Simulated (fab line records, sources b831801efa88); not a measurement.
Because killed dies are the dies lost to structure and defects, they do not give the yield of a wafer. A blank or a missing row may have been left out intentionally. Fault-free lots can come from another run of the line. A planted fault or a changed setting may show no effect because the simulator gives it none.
Which of the tools did it? || flow gf180mcu || 42 wafers from 14 lots sampled at 3 of the route's 602 steps

WHAT THE GAUGES SHOWED, per wafer
GF_M2_THK_MEAS_06: measures by xrf. Usual: M2_ALCU_THK gives 447 nm (standard deviation 6.8).
{"lot": "L166", "measured": "day 18 08:34", "on": "filmMetro-04", "M2_ALCU_THK (nm)": "442 445 442", "flag": ""}
{"lot": "L167", "measured": "day 18 20:44", "on": "filmMetro-01", "M2_ALCU_THK (nm)": "443 443 436", "flag": ""}
{"lot": "L169", "measured": "day 19 11:25", "on": "filmMetro-04", "M2_ALCU_THK (nm)": "448 450 459", "flag": ""}
{"lot": "L170", "measured": "day 19 16:13", "on": "filmMetro-04", "M2_ALCU_THK (nm)": "448 460 455", "flag": ""}
{"lot": "L171", "measured": "day 20 06:20", "on": "filmMetro-01", "M2_ALCU_THK (nm)": "450 449 438", "flag": ""}
{"lot": "L172", "measured": "day 20 14:10", "on": "filmMetro-01", "M2_ALCU_THK (nm)": "447 440 441", "flag": ""}
{"lot": "L178", "measured": "day 22 20:19", "on": "filmMetro-01", "M2_ALCU_THK (nm)": "438 443 442", "flag": ""}
{"lot": "L179", "measured": "day 23 01:10", "on": "filmMetro-01", "M2_ALCU_THK (nm)": "446 457 455", "flag": ""}
{"lot": "L183", "measured": "day 24 15:40", "on": "filmMetro-04", "M2_ALCU_THK (nm)": "455 459 455", "flag": ""}
{"lot": "L185", "measured": "day 25 01:31", "on": "filmMetro-02", "M2_ALCU_THK (nm)": "453 438 453", "flag": ""}
{"lot": "L186", "measured": "day 25 05:19", "on": "filmMetro-01", "M2_ALCU_THK (nm)": "452 444 445", "flag": ""}
{"lot": "L187", "measured": "day 25 14:58", "on": "filmMetro-02", "M2_ALCU_THK (nm)": "441 450 450", "flag": ""}
{"lot": "L188", "measured": "day 25 21:11", "on": "filmMetro-02", "M2_ALCU_THK (nm)": "442 449 450", "flag": ""}
{"lot": "L189", "measured": "day 26 06:50", "on": "filmMetro-04", "M2_ALCU_THK (nm)": "438 448 441", "flag": ""}

TOOL THAT RAN EACH LOT (tool first, then ch and the chambers of the sampled wafers, then the start)
{"lot": "L166", "GF_STI_WET_ETCH_26": "wetBench-02 ch 3, day 2 05:26", "GF_CONTACT_SPUTTER_23": "pvdSputter-02, day 16 05:10"}
{"lot": "L167", "GF_STI_WET_ETCH_26": "wetBench-02 ch 2, day 2 09:31", "GF_CONTACT_SPUTTER_23": "pvdSputter-04, day 16 15:34"}
{"lot": "L169", "GF_STI_WET_ETCH_26": "wetBench-02 ch 3, day 2 20:19", "GF_CONTACT_SPUTTER_23": "pvdSputter-04, day 17 07:22"}
{"lot": "L170", "GF_STI_WET_ETCH_26": "wetBench-02 ch 0, day 3 00:08", "GF_CONTACT_SPUTTER_23": "pvdSputter-02, day 17 12:04"}
{"lot": "L171", "GF_STI_WET_ETCH_26": "wetBench-04 ch 0, day 3 05:29", "GF_CONTACT_SPUTTER_23": "pvdSputter-03, day 18 01:43"}
{"lot": "L172", "GF_STI_WET_ETCH_26": "wetBench-02 ch 3, day 3 11:13", "GF_CONTACT_SPUTTER_23": "pvdSputter-02, day 18 09:57"}
{"lot": "L178", "GF_STI_WET_ETCH_26": "wetBench-01 ch 1, day 4 17:39", "GF_CONTACT_SPUTTER_23": "pvdSputter-02, day 20 17:38"}
{"lot": "L179", "GF_STI_WET_ETCH_26": "wetBench-02 ch 3, day 4 21:46", "GF_CONTACT_SPUTTER_23": "pvdSputter-02, day 20 20:56"}
{"lot": "L183", "GF_STI_WET_ETCH_26": "wetBench-01 ch 0, day 5 20:32", "GF_CONTACT_SPUTTER_23": "pvdSputter-02, day 22 14:24"}
{"lot": "L185", "GF_STI_WET_ETCH_26": "wetBench-02 ch 1, day 6 05:04", "GF_CONTACT_SPUTTER_23": "pvdSputter-02, day 23 00:27"}
{"lot": "L186", "GF_STI_WET_ETCH_26": "wetBench-01 ch 2, day 6 09:49", "GF_CONTACT_SPUTTER_23": "pvdSputter-04, day 23 04:48"}
{"lot": "L187", "GF_STI_WET_ETCH_26": "wetBench-02 ch 1, day 6 16:15", "GF_CONTACT_SPUTTER_23": "pvdSputter-02, day 23 14:48"}
{"lot": "L188", "GF_STI_WET_ETCH_26": "wetBench-02 ch 2, day 6 20:52", "GF_CONTACT_SPUTTER_23": "pvdSputter-02, day 23 22:21"}
{"lot": "L189", "GF_STI_WET_ETCH_26": "wetBench-04 ch 2, day 7 03:10", "GF_CONTACT_SPUTTER_23": "pvdSputter-04, day 24 08:22"}
- GF_STI_WET_ETCH_26: etches SiO2 in dHF, target depth 94 nm, time 188 s.
- GF_CONTACT_SPUTTER_23: material TiN, target thk 10 nm, time 40 s.

WHAT THE TOOLS THEMSELVES READ (means of the sampled wafers that have a number; where no wafer has one, the mark that the record gives instead)
GF_STI_WET_ETCH_26. Usual: bathHeatDutyPct 6.3 %, standard deviation 0.57; runLengthS 217 s, standard deviation 4.
{"lot": "L166", "tool": "wetBench-02", "bathHeatDutyPct (%)": 6.5, "runLengthS (s)": 215, "flag": ""}
{"lot": "L167", "tool": "wetBench-02", "bathHeatDutyPct (%)": 6.1, "runLengthS (s)": 213, "flag": ""}
{"lot": "L169", "tool": "wetBench-02", "bathHeatDutyPct (%)": 5.9, "runLengthS (s)": 214, "flag": ""}
{"lot": "L170", "tool": "wetBench-02", "bathHeatDutyPct (%)": 6.4, "runLengthS (s)": 213, "flag": ""}
{"lot": "L171", "tool": "wetBench-04", "bathHeatDutyPct (%)": 5.8, "runLengthS (s)": 219, "flag": ""}
{"lot": "L172", "tool": "wetBench-02", "bathHeatDutyPct (%)": 6.3, "runLengthS (s)": 214, "flag": ""}
{"lot": "L178", "tool": "wetBench-01", "bathHeatDutyPct (%)": "-", "runLengthS (s)": "-", "flag": "OFF"}
{"lot": "L179", "tool": "wetBench-02", "bathHeatDutyPct (%)": "-", "runLengthS (s)": "-", "flag": "OFF"}
{"lot": "L183", "tool": "wetBench-01", "bathHeatDutyPct (%)": 6.6, "runLengthS (s)": 222, "flag": ""}
{"lot": "L185", "tool": "wetBench-02", "bathHeatDutyPct (%)": 6.5, "runLengthS (s)": 214, "flag": ""}
{"lot": "L186", "tool": "wetBench-01", "bathHeatDutyPct (%)": 7.4, "runLengthS (s)": 212, "flag": ""}
{"lot": "L187", "tool": "wetBench-02", "bathHeatDutyPct (%)": 7.0, "runLengthS (s)": 221, "flag": ""}
{"lot": "L188", "tool": "wetBench-02", "bathHeatDutyPct (%)": 6.1, "runLengthS (s)": 221, "flag": ""}
{"lot": "L189", "tool": "wetBench-04", "bathHeatDutyPct (%)": 5.8, "runLengthS (s)": 223, "flag": ""}

GF_CONTACT_SPUTTER_23. Usual: throttleValvePct reads 29.2 % (standard deviation 1.4).
{"lot": "L166", "tool": "pvdSputter-02", "throttleValvePct (%)": 28.9, "flag": ""}
{"lot": "L167", "tool": "pvdSputter-04", "throttleValvePct (%)": 29.5, "flag": ""}
{"lot": "L169", "tool": "pvdSputter-04", "throttleValvePct (%)": 29.0, "flag": ""}
{"lot": "L170", "tool": "pvdSputter-02", "throttleValvePct (%)": 28.9, "flag": ""}
{"lot": "L171", "tool": "pvdSputter-03", "throttleValvePct (%)": 29.8, "flag": ""}
{"lot": "L172", "tool": "pvdSputter-02", "throttleValvePct (%)": 28.3, "flag": ""}
{"lot": "L178", "tool": "pvdSputter-02", "throttleValvePct (%)": 28.3, "flag": ""}
{"lot": "L179", "tool": "pvdSputter-02", "throttleValvePct (%)": 28.3, "flag": ""}
{"lot": "L183", "tool": "pvdSputter-02", "throttleValvePct (%)": 27.7, "flag": ""}
{"lot": "L185", "tool": "pvdSputter-02", "throttleValvePct (%)": 28.9, "flag": ""}
{"lot": "L186", "tool": "pvdSputter-04", "throttleValvePct (%)": 29.5, "flag": ""}
{"lot": "L187", "tool": "pvdSputter-02", "throttleValvePct (%)": 28.9, "flag": ""}
{"lot": "L188", "tool": "pvdSputter-02", "throttleValvePct (%)": 27.7, "flag": ""}
{"lot": "L189", "tool": "pvdSputter-04", "throttleValvePct (%)": 29.6, "flag": ""}

THE ANSWER, worked out from the rows above alone
Rule: take the mean of a lot's wafers that have a number; if it is more than 3 standard deviations from the usual mean, the lot is off. A lot without any number at a reading at which 4 lots or more have one is off too. The other lots that the step has rows for count as sound. After the gauges, taken in route order, come the tools' own readings; for these a lot's mean is taken, as printed above. The first step at which some lot is off is used, and at that step the reading that is off furthest; a lot without a number counts as furthest.
Off, at GF_STI_WET_ETCH_26 on bathHeatDutyPct: L178, L179. Without a number there: L178, L179.
If a tool, at that step or one of the process steps before it, ran each lot that is off and ran no sound lot following the first of them, it fits. No candidate that was tried fits.

WHAT THE SIMULATOR PUT IN
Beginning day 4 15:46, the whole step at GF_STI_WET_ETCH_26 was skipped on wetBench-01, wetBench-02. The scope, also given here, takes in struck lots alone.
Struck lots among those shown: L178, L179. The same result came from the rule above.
